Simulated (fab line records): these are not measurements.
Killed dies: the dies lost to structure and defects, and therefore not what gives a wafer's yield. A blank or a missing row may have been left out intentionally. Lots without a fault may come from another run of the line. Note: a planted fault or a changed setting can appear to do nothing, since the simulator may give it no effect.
A lot that was struck, set against a sound lot	flow sky130	15 steps out of a route of 708
Sound: these wafers, L357.1, L357.3, L357.5. Struck: wafer L365.4 (left out: L365.1, L365.2 of the same lot, which were not struck); the cause appears at the end.
For every step that has rows: the tool of each side, followed by ch and its chambers, followed by its first start. Under that, the readings that differ: sound wafers	struck wafers	difference of the means	sigmas: that difference in standard deviations of wafers without a fault.
alike: readings whose means differ by less than 2 such deviations, and words and numbers that are the same on both sides. not compared: withheld readings, readings that some wafer has no value for, bounds like >300 that may hide the same value, and numbers for which the record gives no deviation and whose values overlap.
Wherever a step has rows on one side only, a row that says differs or no value, or a row with sigmas, the two part there. When numbers do not overlap yet have no deviation, they are printed without sigmas and do not part them. Lack of a reading on every wafer of one side parts them only where that side has two or more wafers.

SKY_VIA1_STRIP_16: strips in O2/N2.
  sound on plasma_asher-04 ch 0,1, day 36 12:51; struck on plasma_asher-02 ch 1, day 39 10:15
  alike: drypump_motor_current_A, oes_product_au, strip_time_to_endpoint_s
  not compared: rf_hours_counter_h
then, 4 steps without rows for these wafers: SKY_VIA1_STRIP_17 (strips in post etch residue remover, time 1200 s); SKY_VIA1_CLEAN_18 (cleans in IPA, time 180 s); SKY_VIA1_CLEAN_19 (cleans in O3/DIW); SKY_VIA1_SPUTTER_20 (material TiN, target thk 20 nm, time 80 s).
SKY_VIA1_CVD_21: deposits W, target thk 270 nm, time 80.902 s.
  sound on cvd_w-02 ch 1, day 36 13:31; struck on cvd_w-02 ch 0, day 39 10:55
  alike: chamber_pressure_Torr, heater_power_w
SKY_VIA1_RS_MEAS_22: the measuring method here is four-point-probe.
  sound on film_metro-01, day 36 13:36; struck on film_metro-03, day 39 11:06
reading	sound	struck	difference	sigmas
VIA1_W_RS (ohm/sq)	0.437 0.442 0.442	0.431	-0.009	-2
SKY_VIA1_THK_MEAS_23: measures by xrf.
  sound on film_metro-01, day 36 13:43; struck on film_metro-03, day 39 11:13
  alike: VIA1_W_THK
SKY_VIA1_CMP_24: polishes, stops on SiO2, t overpolish 15 s, target thk 0 nm.
  sound on cmp-01 ch 1,2,3, day 36 13:53; struck on cmp-01 ch 0, day 39 11:17
  alike: motor_current_A, overpolish_run_s, retaining_ring_pressure_frac, time_to_endpoint_s
then, 1 step without rows for these wafers: SKY_METAL2_SPUTTER_00 (material Ti, target thk 15 nm, time 10 s).
SKY_METAL2_SPUTTER_01: material TiN, target thk 20 nm, time 16.7 s.
  sound on pvd_sputter-02, day 36 14:06; struck on pvd_sputter-04, day 39 11:36
  alike: throttle_valve_pct
then, 1 step without rows for these wafers: SKY_METAL2_SPUTTER_02 (material AlCu, target thk 250 nm, time 13.3 s).
SKY_METAL2_SPUTTER_03: material Ti, target thk 5 nm, time 3.3 s.
  sound on pvd_sputter-02, day 36 14:09; struck on pvd_sputter-04, day 39 11:39
reading	sound	struck	difference	sigmas
model.Ti_of_METAL2_SPUTTER_03.thk_nm (nm)	4.834 4.998 5.026	7.673	+2.720	
  alike: throttle_valve_pct
SKY_METAL2_SPUTTER_04: material TiN, target thk 70 nm, time 58.3 s.
  sound on pvd_sputter-02, day 36 14:10; struck on pvd_sputter-04, day 39 11:40
  alike: throttle_valve_pct
-- the record jumps here: 11 days lie between the struck wafers' starts before and after (it left off in module METAL2 and takes up again in module PAD_OPEN, whose first step shown is number 708 of the route) --
SKY_PAD_OPEN_PROBE_99:
  sound on prober-02, day 47 20:20; struck on prober-02, day 49 23:55
reading	sound	struck	difference	sigmas
model.etest.met2.rs_ohm_sq	0.128 0.129 0.1279	0.1339	+0.0056	
  alike: defect_limited_yield, killed_at_M0_to_M3, killed_at_M4_up, killed_at_contacts, killed_at_front_end, killed_at_other, killed_dies, killed_open, killed_short, sort_bin_3_pad_short, sort_bin_5_function, sort_bin_6_memory, sort_n_pass, sort_yield_pct

WHERE THEY PART
At SKY_VIA1_RS_MEAS_22 and nowhere else, as far as this record goes. Later steps at which nothing parts them and some readings are alike: SKY_VIA1_THK_MEAS_23, SKY_VIA1_CMP_24, SKY_METAL2_SPUTTER_01, SKY_METAL2_SPUTTER_03, SKY_METAL2_SPUTTER_04, SKY_PAD_OPEN_PROBE_99.

WHY: what the simulator had put in
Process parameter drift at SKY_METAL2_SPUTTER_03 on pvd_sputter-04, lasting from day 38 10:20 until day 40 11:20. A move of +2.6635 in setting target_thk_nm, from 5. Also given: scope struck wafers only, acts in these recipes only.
